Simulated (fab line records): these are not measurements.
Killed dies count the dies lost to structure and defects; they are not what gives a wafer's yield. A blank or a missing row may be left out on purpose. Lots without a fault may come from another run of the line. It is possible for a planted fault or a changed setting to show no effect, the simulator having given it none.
A struck lot beside a sound one	flow sky130	43 out of 708 route steps
Sound: wafers L706.1, L706.3, L706.6. Struck: wafer L717.4 (left out: L717.1, L717.5 of the same lot, which were not struck); the cause appears at the end.
At each step with rows: each side's tool, then ch and its chambers, then its first start. Under that, the readings that differ: sound wafers	struck wafers	difference of the means	sigmas: that difference in standard deviations of wafers without a fault.
alike: same words and numbers on both sides, and readings whose means sit less than 2 such deviations apart. not compared: any withheld reading, any reading some wafer has no value for, any bound like >300 that may hide the same value, and any number with overlapping values for which the record gives no deviation.
A row with sigmas, a row that says differs or no value, or rows on one side alone: a step with any of these is where the two part. When numbers do not overlap yet have no deviation, they are printed without sigmas and do not part them. A reading missing from all wafers of one side parts the sides only when that side holds two or more wafers.

SKY_FIELD_ISO_ETCH_15: etches the open film in CHF3/O2, stops on Si, target depth 180 nm, time 72 s.
  sound on rieDiel-04 ch 0,1, day 2 06:14; struck on rieDiel-01 ch 1, day 4 14:43
reading	sound	struck	difference	sigmas
oesProductAu (a.u.)	0.953 0.946 0.948	0.931	-0.018	-2
  alike: drypumpMotorCurrentA, throttleValvePct
  not compared: rfHoursCounterH
SKY_FIELD_ISO_STRIP_16: strips in O2/N2.
  sound on plasmaAsher-01 ch 0,1, day 2 06:18; struck on plasmaAsher-03 ch 1, day 4 14:46
  alike: drypumpMotorCurrentA, oesProductAu, stripTimeToEndpointS
  not compared: rfHoursCounterH
SKY_FIELD_ISO_ETCH_17: etches Si in HBr/Cl2/O2, target depth 342 nm, time 97.7 s.
  sound on rieSi-01 ch 0,2,3, day 2 06:24; struck on rieSi-01 ch 1, day 4 14:52
  alike: drypumpMotorCurrentA, oesProductAu, throttleValvePct
  not compared: rfHoursCounterH
then, 5 steps without rows for these wafers: SKY_FIELD_ISO_WET_ETCH_18 (etches Si3N4 in H3PO4, target depth 25 nm, time 286 s); SKY_FIELD_ISO_CLEAN_19 (cleans in SC1/SC2, time 150 s); SKY_FIELD_ISO_CLEAN_20 (cleans in dHF, time 20 s); SKY_FIELD_ISO_WET_ETCH_21 (etches SiO2 in dHF, target depth 20 nm, time 400 s); SKY_FIELD_ISO_OXIDATION_22 (stabilise 600 s, purge 300 s, target thk 10 nm).
SKY_FIELD_ISO_THK_MEAS_23:
  sound: filmMetro-03 at day 2 10:43; struck: filmMetro-03 at day 4 17:10
  alike: FIELD_ISO_OXIDATION_01_THK
then, 1 step without rows for these wafers: SKY_FIELD_ISO_CVD_24 (deposits SiO2, target thk 595 nm, time 99.2 s).
SKY_FIELD_ISO_THK_MEAS_25:
  sound: filmMetro-02 at day 2 10:50; struck: filmMetro-04 at day 4 17:17
  alike: FIELD_ISO_CVD_24_THK
then, 1 step without rows for these wafers: SKY_FIELD_ISO_ANNEAL_26 (time 1800 s).
SKY_FIELD_ISO_CMP_27: polishes, stops on Si3N4, t overpolish 16 s, target thk 457.8 nm.
  sound on cmp-01 ch 0,1,3, day 2 12:48; struck on cmp-02 ch 2, day 4 18:51
  alike: motorCurrentA, overpolishRunS, timeToEndpointS
then, 5 steps without rows for these wafers: SKY_FIELD_ISO_WET_ETCH_28 (etches SiO2 in dHF, target depth 23.7 nm, time 47 s); SKY_FIELD_ISO_WET_ETCH_29 (etches Si3N4 in H3PO4, target depth 160 nm, time 1825 s); SKY_FIELD_ISO_WET_ETCH_30 (etches SiO2 in dHF, target depth 25 nm, time 50 s); SKY_NWELL_CLEAN_00 (cleans in SC1/SC2, time 150 s); SKY_NWELL_OXIDATION_01 (stabilise 600 s, purge 300 s, target thk 10 nm).
SKY_NWELL_THK_MEAS_02:
  sound: filmMetro-03 at day 2 15:06; struck: filmMetro-04 at day 4 21:12
  alike: NWELL_OXIDATION_THK
then, 8 steps without rows for these wafers: SKY_DNWELL_DEHYDRATE_00 (time 60 s); SKY_DNWELL_HMDS_01 (prime time 60 s); SKY_DNWELL_COAT_02 (resist thk 3000 nm); SKY_DNWELL_SOFTBAKE_03; SKY_DNWELL_EXPOSE_04 (exposes mask DNM, target cd 3000 nm); SKY_DNWELL_PEB_05; SKY_DNWELL_DEVELOP_06 (develop time 60 s); SKY_DNWELL_IMPLANT_07.
SKY_DNWELL_STRIP_08: strips in O2/N2.
  sound on plasmaAsher-04 ch 0,1, day 3 07:26; struck on plasmaAsher-02 ch 1, day 5 14:59
  alike: drypumpMotorCurrentA, oesProductAu, stripTimeToEndpointS
  not compared: rfHoursCounterH
SKY_DNWELL_TW_MEAS_09:
  sound: filmMetro-01 at day 3 07:32; struck: filmMetro-04 at day 5 15:07
  alike: DNWELL_TW
then, 7 steps without rows for these wafers: SKY_PWDE_DEHYDRATE_00 (time 60 s); SKY_PWDE_HMDS_01 (prime time 60 s); SKY_PWDE_COAT_02 (resist thk 3000 nm); SKY_PWDE_SOFTBAKE_03; SKY_PWDE_EXPOSE_04 (exposes mask PWDEM, target cd 840 nm); SKY_PWDE_PEB_05; SKY_PWDE_DEVELOP_06 (develop time 60 s).
SKY_PWDE_OVL_MEAS_07:
  sound: overlay-02 at day 4 00:06; struck: overlay-01 at day 6 10:18
  alike: PWDE_OVL
following that, these wafers have no rows for 1 step: SKY_PWDE_IMPLANT_08.
SKY_PWDE_STRIP_09: strips in O2/N2.
  sound on plasmaAsher-01 ch 0,1, day 4 00:17; struck on plasmaAsher-03 ch 1, day 6 10:29
  alike: drypumpMotorCurrentA, oesProductAu, stripTimeToEndpointS
  not compared: rfHoursCounterH
SKY_PWDE_TW_MEAS_10:
  sound: filmMetro-01 at day 4 00:23; struck: filmMetro-01 at day 6 10:35
  alike: PWDE_TW
then, 2 steps without rows for these wafers: SKY_NWELL_DEHYDRATE_03 (time 60 s); SKY_NWELL_HMDS_04 (prime time 60 s).
-- the record jumps here: 42 days lie between the struck wafers' starts before and after (it left off in module NWELL and takes up again in module PAD_OPEN, whose first step shown is number 708 of the route) --
SKY_PAD_OPEN_PROBE_99:
  sound: prober-01 at day 46 05:09; struck: prober-02 at day 48 17:52
reading	sound	struck	difference	sigmas
killedAtFrontEnd	8 13 12	186	+175	+38
killedDies	89 82 91	245	+158	+16
killedOnRim	19 10 15	49	+34	+9
killedOpen	50 46 52	33	-16	-2
  alike: killed_at_M0_to_M3, killed_at_M4_up, killedAtContacts, killedAtOther, killedShort

## WHERE THEY PART
At SKY_FIELD_ISO_ETCH_15 first; at SKY_PAD_OPEN_PROBE_99 last (within this record only).

WHY: what the simulator had put in
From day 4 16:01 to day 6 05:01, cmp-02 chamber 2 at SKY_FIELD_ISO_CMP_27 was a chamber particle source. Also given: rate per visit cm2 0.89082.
